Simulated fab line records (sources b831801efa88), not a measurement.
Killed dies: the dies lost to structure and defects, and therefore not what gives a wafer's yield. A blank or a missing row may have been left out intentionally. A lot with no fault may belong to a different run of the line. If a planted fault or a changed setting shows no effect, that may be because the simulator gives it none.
Comparing a struck lot with a sound one    flow sfq_line    41 out of 325 route steps
Sound: wafers L847.1, L847.5, L847.6. Wafers L839.2, L839.3, L839.5 were the ones struck. At the end, the cause is stated.
Order at every step that has rows: each side's tool, ch and its chambers, its first start. Under that, the readings that differ: sound wafers    struck wafers    difference of the means    sigmas: that difference in standard deviations of wafers without a fault.
alike: same words and numbers on both sides, and readings whose means sit less than 2 such deviations apart. not compared: any withheld reading, any reading some wafer has no value for, any bound like >300 that may hide the same value, and any number with overlapping values for which the record gives no deviation.
Wherever a step has rows on one side only, a row that says differs or no value, or a row with sigmas, the two part there. Numbers that don't overlap but have no deviation are shown without sigmas and don't part them. A reading that every wafer of one side lacks parts them only if that side has two wafers or more.

first, 6 steps without rows for these wafers: SFQ_TRILAYER_M7_LITHO_COAT_182 (resist thk 62 nm); SFQ_TRILAYER_M7_LITHO_COAT_177 (resist thk 600 nm); SFQ_TRILAYER_M7_LITHO_SOFTBAKE_181; SFQ_TRILAYER_M7_LITHO_EXPOSE_178 (exposes mask M7, target cd 500 nm); SFQ_TRILAYER_M7_LITHO_PEB_180 (peb time 60 s); SFQ_TRILAYER_M7_LITHO_DEVELOP_179 (time 60 s).
SFQ_M7_OVL_MEAS_945:
  sound on overlay-01, day 83 10:39; struck on overlay-02, day 81 10:39
  alike: M7_OVL
SFQ_TRILAYER_M7_BARC_OPEN_METAL_ETCH_229: etches BARC in O2, target depth 125 nm, time 41.7 s.
  sound on rie_metal-02 ch 0,1, day 83 10:41; struck on rie_metal-02 ch 0,1, day 81 10:41
  alike: drypump_motor_current_A, oes_product_au
  not compared: rf_hours_counter_h
then, 1 step without rows for these wafers: SFQ_TRILAYER_M7_ETCH_METAL_ETCH_180 (etches Nb in Cl2/Ar, stops on SiO2, target depth 240 nm, time 120 s).
SFQ_TRILAYER_M7_STRIP_STRIP_181: strips in O2.
  sound on rie_metal-02 ch 0,1, day 83 10:52; struck on rie_metal-02 ch 0,1, day 81 10:52
  alike: drypump_motor_current_A, oes_product_au
  not compared: rf_hours_counter_h
then, 1 step without rows for these wafers: SFQ_TRILAYER_M7_STRIP_SOLV_CLEAN_182 (cleans in NMP, time 600 s).
SFQ_TRILAYER_I7_DEP_PECVD_183: deposits SiO2 from SiH4/N2O, time 111.11 s, target thk 500 nm.
  sound on pecvd-04 ch 0,2, day 83 11:49; struck on pecvd-04 ch 0,1,2, day 81 11:38
  alike: heater_power_w, throttle_valve_pct
SFQ_TRILAYER_I7_CMP_CMP_184: polishes SiO2.
  sound on cmp-02 ch 1,2,3, day 83 22:37; struck on cmp-02 ch 1,2, day 81 13:31
  no value came back on the struck wafers for any of 5 readings (edge_zone_pressure_frac, head_pressure_psi (psi) and others); on the sound wafers edge_zone_pressure_frac reads 1.004 0.994 1.002
reading                                              sound              struck           difference  sigmas
model.SiO2_of_TRILAYER_I7_DEP_PECVD_183.thk_nm (nm)  201.1 200.4 202.4  491.8 491.6 502  +293.8      
SFQ_I7_BOW_MEAS_946:
  sound on film_metro-02, day 84 00:07; struck on film_metro-02, day 81 16:32
  alike: I7_BOW
SFQ_TRILAYER_I7_METRO_MEASURE_185:
  sound on film_metro-02, day 84 00:14; struck on film_metro-02, day 81 16:50
reading      sound              struck             difference  sigmas
thk_nm (nm)  201.0 200.5 202.4  491.8 491.5 501.8  +293.7      +99 or more
then, 6 steps without rows for these wafers: SFQ_TRILAYER_I7_VIA_LITHO_COAT_192 (resist thk 62 nm); SFQ_TRILAYER_I7_VIA_LITHO_COAT_187 (resist thk 650 nm); SFQ_TRILAYER_I7_VIA_LITHO_SOFTBAKE_191; SFQ_TRILAYER_I7_VIA_LITHO_EXPOSE_188 (exposes mask I7, target cd 1000 nm); SFQ_TRILAYER_I7_VIA_LITHO_PEB_190 (peb time 60 s); SFQ_TRILAYER_I7_VIA_LITHO_DEVELOP_189 (time 60 s).
-- the record jumps here: 3 days lie between the struck wafers' starts before and after --
SFQ_I7_OVL_MEAS_947:
  sound on overlay-01, day 86 22:43; struck on overlay-01, day 85 04:46
  alike: I7_OVL
SFQ_TRILAYER_I7_VIA_BARC_OPEN_VIA_ETCH_260: etches BARC in O2, target depth 125 nm, time 41.7 s.
  sound on rie_diel-04 ch 0,2,3, day 86 22:46; struck on rie_diel-02 ch 0,1,2, day 85 04:47
  alike: drypump_motor_current_A, oes_product_au
  not compared: rf_hours_counter_h
SFQ_TRILAYER_I7_VIA_ETCH_VIA_ETCH_190: etches SiO2 in CHF3, stops on Nb, target depth 260 nm.
  sound on rie_diel-04 ch 0,2,3, day 86 22:48; struck on rie_diel-02 ch 0,1,2, day 85 04:49
reading                         sound              struck             difference  sigmas
oes_product_au (a.u.)           0.859 0.857 0.857  1.593 1.635 1.629  +0.761      +99 or more
model.I7.feature_depth_nm (nm)  201.1 200.4 202.4  253.5 263 259.4    +57.3       
model.etch.depth_nm (nm)        201.1 200.4 202.4  253.5 263 259.4    +57.3       
  alike: drypump_motor_current_A
SFQ_TRILAYER_I7_VIA_STRIP_STRIP_191: strips in O2.
  sound on rie_metal-02 ch 0,1, day 86 22:55; struck on rie_metal-03 ch 0,1, day 85 04:56
  alike: drypump_motor_current_A, oes_product_au
  not compared: rf_hours_counter_h
then, 8 steps without rows for these wafers: SFQ_TRILAYER_I7_VIA_STRIP_SOLV_CLEAN_192 (cleans in NMP, time 600 s); SFQ_TRILAYER_M8_LITHO_LOR_COAT_197; SFQ_TRILAYER_M8_LITHO_LOR_BAKE_198; SFQ_TRILAYER_M8_LITHO_COAT_193 (resist thk 600 nm); SFQ_TRILAYER_M8_LITHO_SOFTBAKE_199; SFQ_TRILAYER_M8_LITHO_EXPOSE_194 (exposes mask M8, target cd 2000 nm); SFQ_TRILAYER_M8_LITHO_PEB_196 (peb time 60 s); SFQ_TRILAYER_M8_LITHO_DEVELOP_195 (img clear 15 s, time 55 s).
SFQ_M8_OVL_MEAS_948:
  sound on overlay-01, day 87 02:31; struck on overlay-02, day 85 08:43
  alike: M8_OVL
then, 3 steps without rows for these wafers: SFQ_TRILAYER_M8_DEP_EVAP_197 (material Ti, target thk 20 nm, time 100 s); SFQ_TRILAYER_M8_DEP_EVAP_198 (material Pt, target thk 50 nm, time 250 s); SFQ_TRILAYER_M8_DEP_EVAP_196 (material Au, target thk 180 nm, time 900 s).
SFQ_M8_RS_MEAS_949: a four-point-probe measurement.
  sound on film_metro-04, day 87 03:17; struck on film_metro-03, day 85 09:31
  alike: M8_AU_RS
SFQ_M8_THK_MEAS_950: measures by xrf.
  sound on film_metro-04, day 87 03:25; struck on film_metro-03, day 85 09:37
  alike: M8_AU_THK
then, 1 step without rows for these wafers: SFQ_TRILAYER_M8_LIFTOFF_LIFTOFF_197 (chemistry NMP, time 600 s).
SFQ_M8_BOW_MEAS_951:
  sound on film_metro-03, day 87 03:38; struck on film_metro-04, day 85 09:52
reading                  sound              struck             difference  sigmas
model.etest.i7.link_ohm  1.054 1.043 1.058  1e+06 1e+06 1e+06  +1e+06      
  alike: M8_BOW

WHERE THEY PART
At SFQ_TRILAYER_I7_CMP_CMP_184 first; at SFQ_TRILAYER_I7_VIA_ETCH_VIA_ETCH_190 last (within this record only). Later steps at which nothing parts them and some readings are alike: SFQ_TRILAYER_I7_VIA_STRIP_STRIP_191, SFQ_M8_OVL_MEAS_948, SFQ_M8_RS_MEAS_949, SFQ_M8_THK_MEAS_950, SFQ_M8_BOW_MEAS_951.

WHY: the cause the simulator had injected
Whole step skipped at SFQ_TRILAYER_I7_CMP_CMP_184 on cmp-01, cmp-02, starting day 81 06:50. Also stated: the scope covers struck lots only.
